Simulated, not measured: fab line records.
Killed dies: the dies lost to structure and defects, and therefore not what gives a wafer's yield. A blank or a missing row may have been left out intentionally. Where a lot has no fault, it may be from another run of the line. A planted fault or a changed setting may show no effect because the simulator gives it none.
Chamber matching / flow sky130 / SKY_CONTACT_CMP_04 on cmp-02 has 4 sister chambers
The step polishes SiO2. 4 wafers are shown with their chamber, then 8 later ones without.

## EACH WAFER AND ITS CHAMBER
wafer=L491.6; chamber=0; motor-current-A (A)=13.2
wafer=L494.1; chamber=1; motor-current-A (A)=11.6
wafer=L495.6; chamber=2; motor-current-A (A)=10.9
wafer=L506.2; chamber=3; motor-current-A (A)=10.6

## WAFERS WITHOUT THEIR CHAMBER
wafer=L506.3; motor-current-A (A)=12.9
wafer=L506.5; motor-current-A (A)=11.9
wafer=L508.2; motor-current-A (A)=11.1
wafer=L508.3; motor-current-A (A)=11.4
wafer=L508.5; motor-current-A (A)=12.1
wafer=L513.1; motor-current-A (A)=12.9
wafer=L513.3; motor-current-A (A)=11.6
wafer=L513.4; motor-current-A (A)=11.2

## WHICH CHAMBER EACH ONE RAN IN
wafer=L506.3; from the rows above=0; in truth=0
wafer=L506.5; from the rows above=1; in truth=1
wafer=L508.2; from the rows above=can't be placed: 2 or 1 or 3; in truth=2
wafer=L508.3; from the rows above=can't be placed: 1 or 2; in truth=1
wafer=L508.5; from the rows above=1; in truth=1
wafer=L513.1; from the rows above=0; in truth=0
wafer=L513.3; from the rows above=1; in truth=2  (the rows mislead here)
wafer=L513.4; from the rows above=can't be placed: 2 or 1 or 3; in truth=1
Correctly placed: 4 of 8. Unplaceable from these rows: 3, with the true chamber sitting among the candidates in 3. Wrongly placed: 1.
How it was worked out, from the rows above alone: a wafer's distance from a chamber is the root of the sum, over the readings, of the square of ((its reading less the chamber's mean) divided by the reading's scatter). The wafer belongs to the nearest chamber; if the next one is less than 2 further off, it can't be placed. A chamber's mean is the mean of its shown wafers. The scatter (one wafer shown for each chamber): square how far every hidden wafer sits from the nearest shown wafer, average those squares and take the square root.
